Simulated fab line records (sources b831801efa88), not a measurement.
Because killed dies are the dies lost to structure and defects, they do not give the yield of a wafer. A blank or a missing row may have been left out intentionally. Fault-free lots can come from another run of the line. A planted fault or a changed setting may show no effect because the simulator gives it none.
Which tool was responsible? :: flow sky130 :: 7 lots, 21 wafers sampled, at 2 steps of a route of 708

== WHAT THE GAUGES READ, wafer by wafer ==
SKY_RES_XHIGH_TW_MEAS_09.
lot: L449
measured: day 27 01:49
on: filmMetro-03
RES_XHIGH_TW: 1643 1639 1644

lot: L453
measured: day 29 08:19
on: filmMetro-01
RES_XHIGH_TW: 1673 1668 1679

lot: L456
measured: day 29 20:40
on: filmMetro-03
RES_XHIGH_TW: 1629 1627 1629

lot: L458
measured: day 30 10:37
on: filmMetro-01
RES_XHIGH_TW: 1674 1683 1679

lot: L461
measured: day 31 10:01
on: filmMetro-01
RES_XHIGH_TW: 1680 1682 1678

lot: L465
measured: day 32 16:40
on: filmMetro-01
RES_XHIGH_TW: 1669 1667 1668

lot: L470
measured: day 33 20:47
on: filmMetro-03
RES_XHIGH_TW: 30 30 30

== WHAT TOOL EACH LOT RAN ON (gives the tool, then ch and the chambers of the sampled wafers, and finally the start) ==
lot: L449
SKY_RES_XHIGH_DEVELOP_06: lithoTrack-03 ch 0, day 27 01:26

lot: L453
SKY_RES_XHIGH_DEVELOP_06: lithoTrack-02 ch 0, day 29 07:55

lot: L456
SKY_RES_XHIGH_DEVELOP_06: lithoTrack-02 ch 0, day 29 20:16

lot: L458
SKY_RES_XHIGH_DEVELOP_06: lithoTrack-03 ch 0, day 30 10:14

lot: L461
SKY_RES_XHIGH_DEVELOP_06: lithoTrack-01 ch 0, day 31 09:37

lot: L465
SKY_RES_XHIGH_DEVELOP_06: lithoTrack-01 ch 0, day 32 16:16

lot: L470
SKY_RES_XHIGH_DEVELOP_06: lithoTrack-01, day 33 20:25
- SKY_RES_XHIGH_DEVELOP_06: develop time 60 s.

== THE ANSWER, worked out from the rows above alone ==
Rule: what is usual is taken from the lots themselves. Put in order of their means at a reading, lots are off if they are a third of the lots or fewer, leave a main group of 4 or more, and stand apart from it by a gap of 3 or more times the standard deviation of the main group's means; of several such gaps the widest counts. If all means in a main group match to the digits the tables above print for the reading, that group is not used. Also off: a lot with no number at a reading for which 4 or more lots have one. All remaining lots with rows at the step are treated as sound.
Off: at SKY_RES_XHIGH_TW_MEAS_09 (RES_XHIGH_TW), L470. The main group: mean 1662, standard deviation 20.
If a tool, at a process step before that reading, ran all the lots that are off and no sound lot after the first of them, it fits. The gauges at SKY_RES_XHIGH_TW_MEAS_09 are tried like those tools. This does not decide it: 2 tools fit, namely lithoTrack-01 at SKY_RES_XHIGH_DEVELOP_06 and filmMetro-03 at SKY_RES_XHIGH_TW_MEAS_09.

== WHAT THE SIMULATOR HAD INSERTED ==
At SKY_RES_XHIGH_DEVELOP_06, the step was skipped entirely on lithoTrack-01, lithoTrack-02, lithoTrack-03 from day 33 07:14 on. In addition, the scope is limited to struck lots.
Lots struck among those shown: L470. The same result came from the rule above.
